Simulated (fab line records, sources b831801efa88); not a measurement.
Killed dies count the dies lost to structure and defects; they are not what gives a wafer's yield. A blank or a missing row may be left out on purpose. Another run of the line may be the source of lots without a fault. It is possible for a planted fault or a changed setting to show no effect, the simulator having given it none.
A lot that was struck, set against a sound lot -- flow sky130 -- 15 out of 708 route steps
Sound: these wafers, L219.3, L219.5, L219.6. Wafers L231.4, L231.5, L231.6 were the ones struck. The cause is given at the end.
Per side, at each step with rows, come the tool, then ch with its chambers, and then its first start. Under that, the readings that differ: sound wafers -- struck wafers -- difference of the means -- sigmas: that difference in standard deviations of wafers without a fault.
alike: a reading whose means differ by less than 2 such deviations, as well as words and numbers matching on both sides. not compared: withheld readings; readings where some wafer has no value; bounds like >300 that might hide an equal value; numbers whose values overlap and for which the record gives no deviation.
Wherever a step has rows on one side only, a row that says differs or no value, or a row with sigmas, the two part there. When numbers do not overlap yet have no deviation, they are printed without sigmas and do not part them. Lack of a reading on every wafer of one side parts them only where that side has two or more wafers.

first, 2 steps without rows for these wafers: SKY_LDD_LDN_IMPLANT_10; SKY_LDD_LDN_IMPLANT_11.
SKY_LDD_LDN_STRIP_12: strips in O2/N2.
  sound on plasma asher-03 ch 0,1, day 22 07:17; struck on plasma asher-03 ch 0,1, day 28 02:50
  alike: drypump motor current A, oes product au, strip time to endpoint s
  not compared: rf hours counter h
SKY_LDD_LDN_TW_MEAS_13:
  sound on film metro-02 at day 22 07:22; struck on film metro-04 at day 28 02:55
  alike: LDD_LDN_TW
then, 2 steps without rows for these wafers: SKY_LDD_LDN_CLEAN_14 (cleans in SC1/SC2, time 150 s); SKY_SPACER_CVD_00 (deposits Si3N4 from DCS/NH3, target thk 43.1 nm, time 740 s).
SKY_SPACER_THK_MEAS_01:
  sound on film metro-04 at day 22 09:40; struck on film metro-01 at day 28 05:11
  alike: SPACER_CVD_00_THK
SKY_SPACER_ETCHBACK_02: etches Si3N4 in CH3F/O2, stops on SiO2, time 46.7 s, target depth 45 nm.
  sound on rie diel-01 ch 1,2, day 22 09:43; struck on rie diel-01 ch 0,1,3, day 28 05:13
  alike: drypump motor current A, oes product au, throttle valve pct
  not compared: rf hours counter h
then, 4 steps without rows for these wafers: SKY_POLY_CUT_DEHYDRATE_00 (time 60 s); SKY_POLY_CUT_HMDS_01 (prime time 60 s); SKY_POLY_CUT_COAT_02 (resist thk 60 nm); SKY_POLY_CUT_COAT_03 (resist thk 450 nm).
SKY_POLY_CUT_SOFTBAKE_04: time 90 s.
  sound on litho track-03 ch 0, day 23 00:00; struck on litho track-04 ch 0, day 28 19:00
reading,sound,struck,difference,sigmas
run length s (s),119.16 119.36 119.22,124.47 124.64 124.83,+5.40,+28
then, 1 step without rows for these wafers: SKY_POLY_CUT_EXPOSE_05 (exposes mask NPCM, target cd 270 nm).
-- a jump in the record: the struck wafers' starts before and after are 21 days apart (it breaks off in module POLY_CUT and resumes in module PAD_OPEN, where the first step shown is number 708 of the route) --
SKY_PAD_OPEN_PROBE_99:
  record: rows for the struck wafers here (prober-01, day 49 07:07), none for the sound ones

WHERE THEY PART
Earliest at SKY_POLY_CUT_SOFTBAKE_04; latest, in this record, at SKY_PAD_OPEN_PROBE_99.

WHY: what had been put in by the simulator
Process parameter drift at SKY_POLY_CUT_SOFTBAKE_04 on litho track-04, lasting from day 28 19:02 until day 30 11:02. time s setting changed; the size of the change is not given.
